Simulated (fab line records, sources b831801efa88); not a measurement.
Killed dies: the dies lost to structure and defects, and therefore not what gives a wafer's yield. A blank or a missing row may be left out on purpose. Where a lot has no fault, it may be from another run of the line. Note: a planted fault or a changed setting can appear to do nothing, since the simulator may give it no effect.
Chamber matching + flow gf180mcu + pecvd-01 running GF_V2_CVD_02: 3 sister chambers
The step deposits SiO2 from TEOS, target thk 850 nm, time 94.851 s. 3 wafers are shown with their chamber, then 8 later ones without.

EACH WAFER AND ITS CHAMBER
| wafer  | chamber | heater_power_w (W) |
|--------|---------|--------------------|
| L089.2 | 2       | 561                |
| L089.3 | 0       | 697                |
| L089.4 | 1       | 552                |

WAFERS WITH NO CHAMBER GIVEN
| wafer  | heater_power_w (W) |
|--------|--------------------|
| L089.5 | 625                |
| L089.6 | 582                |
| L094.1 | 662                |
| L094.2 | 553                |
| L094.5 | 692                |
| L096.2 | 695                |
| L096.3 | 616                |
| L096.6 | 638                |

CHAMBER TAKEN BY EACH
| wafer  | from the rows above          | in truth                   |
|--------|------------------------------|----------------------------|
| L089.5 | can't be placed: 2 or 0 or 1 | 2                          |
| L089.6 | can't be placed: 2 or 1      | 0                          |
| L094.1 | can't be placed: 0 or 2 or 1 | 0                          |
| L094.2 | can't be placed: 1 or 2      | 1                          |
| L094.5 | 0                            | 0                          |
| L096.2 | 0                            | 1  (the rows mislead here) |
| L096.3 | can't be placed: 2 or 1 or 0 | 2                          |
| L096.6 | can't be placed: 0 or 2 or 1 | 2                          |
Correctly placed: 1 of 8. Cannot be placed on the basis of these rows: 6; the candidates contain the true chamber in 5. Number placed wrongly: 1.
How it was worked out, from the rows above alone: a wafer's distance from a chamber is the root of the sum, over the readings, of the square of ((its reading less the chamber's mean) divided by the reading's scatter). The wafer belongs to the nearest chamber; if the next one is less than 2 further off, it can't be placed. The mean given for a chamber averages the wafers shown for that chamber. The scatter: with one shown wafer a chamber, the root of the mean of the squares of how far each hidden wafer lies from its nearest shown one.
